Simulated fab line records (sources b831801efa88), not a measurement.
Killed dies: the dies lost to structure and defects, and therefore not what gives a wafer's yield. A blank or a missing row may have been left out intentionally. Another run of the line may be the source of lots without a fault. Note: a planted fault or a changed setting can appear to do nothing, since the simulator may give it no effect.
A lot that was struck, set against a sound lot + flow gf180mcu + 14 out of 602 route steps
Sound: wafers L740.1, L740.4, L740.5. The struck wafers were L744.2, L744.3, L744.4. The cause is named last.
Per side, at each step with rows, come the tool, then ch with its chambers, and then its first start. Under that, the readings that differ: sound wafers + struck wafers + difference of the means + sigmas: that difference in standard deviations of wafers without a fault.
alike: same words and numbers on both sides, and readings whose means sit less than 2 such deviations apart. not compared: any withheld reading, any reading some wafer has no value for, any bound like >300 that may hide the same value, and any number with overlapping values for which the record gives no deviation.
Wherever a step has rows on one side only, a row that says differs or no value, or a row with sigmas, the two part there. Numbers that don't overlap but have no deviation are shown without sigmas and don't part them. A reading missing from all wafers of one side parts the sides only when that side holds two or more wafers.

first, 5 steps without rows for these wafers: GF_V5_COAT_09 (resist thk 1000 nm); GF_V5_SOFTBAKE_10 (time 60 s); GF_V5_EXPOSE_11 (exposes mask Via5, target cd 260 nm); GF_V5_PEB_12 (peb time 90 s); GF_V5_DEVELOP_13 (develop time 60 s).
GF_V5_CD_MEAS_14: target cd 260 nm.
  sound on cdSem-01 at day 28 04:33; struck on cdSem-02 at day 29 18:29
  alike: cdNm
GF_V5_OVL_MEAS_15:
  sound on overlay-02 at day 28 04:40; struck on overlay-02 at day 29 18:35
  alike: V5_OVL
GF_V5_ETCH_16: etches BARC in N2/H2.
  sound on rieDiel-02 ch 0,2, day 28 04:43; struck on rieDiel-03 ch 0,1,3, day 29 18:37
  alike: drypumpMotorCurrentA, h2FlowSccm, oesProductAu, throttleValvePct
GF_V5_ETCH_17: etches SiO2 in C4F8/O2/Ar, stops on TiN, target depth 855 nm.
  sound on rieDiel-02 ch 0,2; struck on rieDiel-03 ch 0,1,3
  alike: oesProductAu
GF_V5_STRIP_18: strips in O2/N2.
  sound on plasmaAsher-04 ch 0,1, day 28 04:56; struck on plasmaAsher-01 ch 0,1, day 29 18:46
  alike: drypumpMotorCurrentA, heaterPowerW, oesProductAu, platenTempC
  not compared: rfHoursCounterH
then, 2 steps without rows for these wafers: GF_V5_STRIP_19 (strips in post etch residue remover, time 1200 s); GF_V5_CLEAN_20 (cleans in DIW).
GF_V5_SPUTTER_21: material Ti, target thk 15 nm, time 80.02 s.
  sound on pvdSputter-02 at day 28 05:30; struck on pvdSputter-02 at day 29 19:20
| reading                              | sound             | struck            | difference | sigmas |
|--------------------------------------|-------------------|-------------------|------------|--------|
| model.Ti_of_V5_SPUTTER_21.thkNm (nm) | 14.89 15.17 14.93 | 19.46 19.47 19.47 | +4.47      |        |
  alike: cathodeDcPowerW, throttleValvePct
GF_V5_SPUTTER_22: material TiN, target thk 10 nm, time 40 s.
  sound on pvdSputter-02 at day 28 05:34; struck on pvdSputter-02 at day 29 19:24
  alike: cathodeDcPowerW, throttleValvePct

WHERE THEY PART
Nowhere in this record.

WHY: the cause the simulator had injected
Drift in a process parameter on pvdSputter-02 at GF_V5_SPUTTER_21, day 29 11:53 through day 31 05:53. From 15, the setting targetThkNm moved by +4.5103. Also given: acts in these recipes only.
